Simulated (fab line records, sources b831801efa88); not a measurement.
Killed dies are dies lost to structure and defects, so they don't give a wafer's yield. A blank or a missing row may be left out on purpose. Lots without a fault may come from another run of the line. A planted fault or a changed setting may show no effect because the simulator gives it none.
Which tool did it? | flow sky130 | 12 lots, 36 wafers sampled, at 4 steps of a route of 708

WHAT THE GAUGES READ, wafer by wafer
SKY_SONOS_TUNNEL_TW_MEAS_12. Usual: SONOS_TUNNEL_TW 197.3, standard deviation 1.
lot  | measured     | on            | SONOS_TUNNEL_TW   | flag
L173 | day 11 07:10 | film_metro-04 | 195.2 197.0 195.4 |
L175 | day 11 22:18 | film_metro-01 | 197.2 197.4 198.2 |
L177 | day 12 17:28 | film_metro-01 | 197.0 196.4 197.2 |
L178 | day 12 22:10 | film_metro-04 | 197.8 198.2 197.0 |
L179 | day 13 04:39 | film_metro-01 | 196.5 197.7 197.1 |
L180 | day 13 13:47 | film_metro-01 | 197.2 198.1 197.9 |
L182 | day 14 04:14 | film_metro-04 | 197.6 198.1 197.4 |
L184 | day 14 21:08 | film_metro-04 | 197.9 198.9 197.7 |
L185 | day 15 11:38 | film_metro-04 | 196.0 196.4 197.5 |
L187 | day 15 20:55 | film_metro-02 | 199.0 197.2 198.2 |
L188 | day 16 08:41 | film_metro-04 | 196.1 198.0 195.9 |
L189 | day 16 15:39 | film_metro-01 | 197.4 196.8 196.4 |

SKY_SONOS_ONO_THK_MEAS_05. Usual: SONOS_ONO_CVD_04_THK 5.72 nm, standard deviation 0.14.
lot  | measured     | on            | SONOS_ONO_CVD_04_THK (nm) | flag
L173 | day 11 13:23 | film_metro-01 | 5.74 5.76 5.75            |
L175 | day 12 03:40 | film_metro-01 | 5.64 5.70 5.73            |
L177 | day 12 22:49 | film_metro-01 | 5.67 5.74 5.71            |
L178 | day 13 03:14 | film_metro-04 | 5.93 5.89 6.05            |
L179 | day 13 09:34 | film_metro-01 | 5.69 5.73 5.68            |
L180 | day 13 19:23 | film_metro-04 | 5.69 5.76 5.73            |
L182 | day 14 10:11 | film_metro-04 | 6.00 6.07 5.90            |
L184 | day 15 02:28 | film_metro-03 | 5.68 5.55 5.66            |
L185 | day 15 18:28 | film_metro-04 | 5.86 5.83 5.83            |
L187 | day 16 03:26 | film_metro-01 | 6.65 6.69 6.70            | OFF
L188 | day 16 13:35 | film_metro-01 | 6.54 6.52 6.54            | OFF
L189 | day 17 00:47 | film_metro-04 | 6.61 6.69 6.60            | OFF

WHICH TOOL RAN EACH LOT (tool, then ch and the chambers of the sampled wafers, then the start)
lot  | SKY_VT_ADJUST_PCH_STRIP_09           | SKY_SONOS_ONO_CVD_04
L173 | plasma_asher-02 ch 0,1, day 10 08:33 | lpcvd-03 ch 0, day 11 12:07
L175 | plasma_asher-02 ch 0,1, day 10 23:05 | lpcvd-03 ch 1, day 12 02:25
L177 | plasma_asher-03 ch 0,1, day 11 15:51 | lpcvd-03 ch 0, day 12 21:34
L178 | plasma_asher-02 ch 0,1, day 11 20:40 | lpcvd-03 ch 1, day 13 01:57
L179 | plasma_asher-01 ch 0, day 12 02:59   | lpcvd-03 ch 1, day 13 08:19
L180 | plasma_asher-02 ch 0,1, day 12 11:34 | lpcvd-03 ch 0, day 13 18:07
L182 | plasma_asher-01 ch 0,1, day 13 01:41 | lpcvd-03 ch 0, day 14 08:56
L184 | plasma_asher-02 ch 0,1, day 13 18:34 | lpcvd-03 ch 0, day 15 01:11
L185 | plasma_asher-01 ch 0,1, day 14 08:32 | lpcvd-03 ch 1, day 15 17:11
L187 | plasma_asher-03 ch 0,1, day 14 16:47 | lpcvd-03 ch 0, day 16 02:11
L188 | plasma_asher-03 ch 0,1, day 15 05:05 | lpcvd-03 ch 0, day 16 12:20
L189 | plasma_asher-03 ch 0,1, day 15 10:47 | lpcvd-03 ch 0, day 16 23:31
- SKY_VT_ADJUST_PCH_STRIP_09: strips in O2/N2.
- SKY_SONOS_ONO_CVD_04: deposits SiO2 from SiH4/N2O, target thk 5.7199 nm.

WHAT THE TOOLS THEMSELVES READ (means of the sampled wafers that have a number; where no wafer has one, the mark that the record gives instead)
SKY_VT_ADJUST_PCH_STRIP_09. Usual: drypump_motor_current_A 5.6 A, standard deviation 0.33; oes_product_au 0.722 a.u., standard deviation 0.0043; strip_time_to_endpoint_s 36.85 s, standard deviation 0.088.
lot  | tool            | drypump_motor_current_A (A) | oes_product_au (a.u.) | strip_time_to_endpoint_s (s) | flag
L173 | plasma_asher-02 | 5.6                         | 0.722                 | 36.90                        |
L175 | plasma_asher-02 | 5.6                         | 0.725                 | 36.92                        |
L177 | plasma_asher-03 | 5.4                         | 0.726                 | 36.87                        |
L178 | plasma_asher-02 | 5.9                         | 0.721                 | 36.80                        |
L179 | plasma_asher-01 | 5.3                         | 0.721                 | 36.87                        |
L180 | plasma_asher-02 | 5.6                         | 0.722                 | 36.75                        |
L182 | plasma_asher-01 | 5.4                         | 0.721                 | 36.90                        |
L184 | plasma_asher-02 | 5.6                         | 0.724                 | 36.81                        |
L185 | plasma_asher-01 | 5.4                         | 0.722                 | 36.79                        |
L187 | plasma_asher-03 | 5.4                         | 0.724                 | 36.82                        |
L188 | plasma_asher-03 | 5.4                         | 0.722                 | 36.95                        |
L189 | plasma_asher-03 | 5.4                         | 0.724                 | 36.91                        |

SKY_SONOS_ONO_CVD_04. Usual: zone_power_centre_pct 20.9 %, standard deviation 2.4.
lot  | tool     | zone_power_centre_pct (%) | flag
L173 | lpcvd-03 | 22.9                      |
L175 | lpcvd-03 | 17.5                      |
L177 | lpcvd-03 | 22.5                      |
L178 | lpcvd-03 | 17.6                      |
L179 | lpcvd-03 | 17.7                      |
L180 | lpcvd-03 | 22.7                      |
L182 | lpcvd-03 | 22.9                      |
L184 | lpcvd-03 | 22.6                      |
L185 | lpcvd-03 | 17.4                      |
L187 | lpcvd-03 | 22.7                      |
L188 | lpcvd-03 | 22.5                      |
L189 | lpcvd-03 | 22.7                      |

THE ANSWER, worked out from the rows above alone
Rule: a lot is off if the mean of its wafers that have a number lies more than 3 standard deviations from the usual mean. A lot without any number at a reading at which 4 lots or more have one is off too. The other lots that the step has rows for count as sound. The gauges are gone through in route order, then the tools' own readings, and for those a lot's mean is taken as printed above. The first step at which some lot is off is used, and at that step the reading that is off furthest; a lot without a number counts as furthest.
Off: L187, L188, L189, at SKY_SONOS_ONO_THK_MEAS_05 (SONOS_ONO_CVD_04_THK).
A tool fits if, at a process step before that reading, it ran every lot that is off, and no sound lot after the first of them. The gauges at SKY_SONOS_ONO_THK_MEAS_05 are tried like those tools. Can't be told from this: 2 tools fit, plasma_asher-03 at SKY_VT_ADJUST_PCH_STRIP_09, lpcvd-03 at SKY_SONOS_ONO_CVD_04.

WHAT THE SIMULATOR HAD PUT IN
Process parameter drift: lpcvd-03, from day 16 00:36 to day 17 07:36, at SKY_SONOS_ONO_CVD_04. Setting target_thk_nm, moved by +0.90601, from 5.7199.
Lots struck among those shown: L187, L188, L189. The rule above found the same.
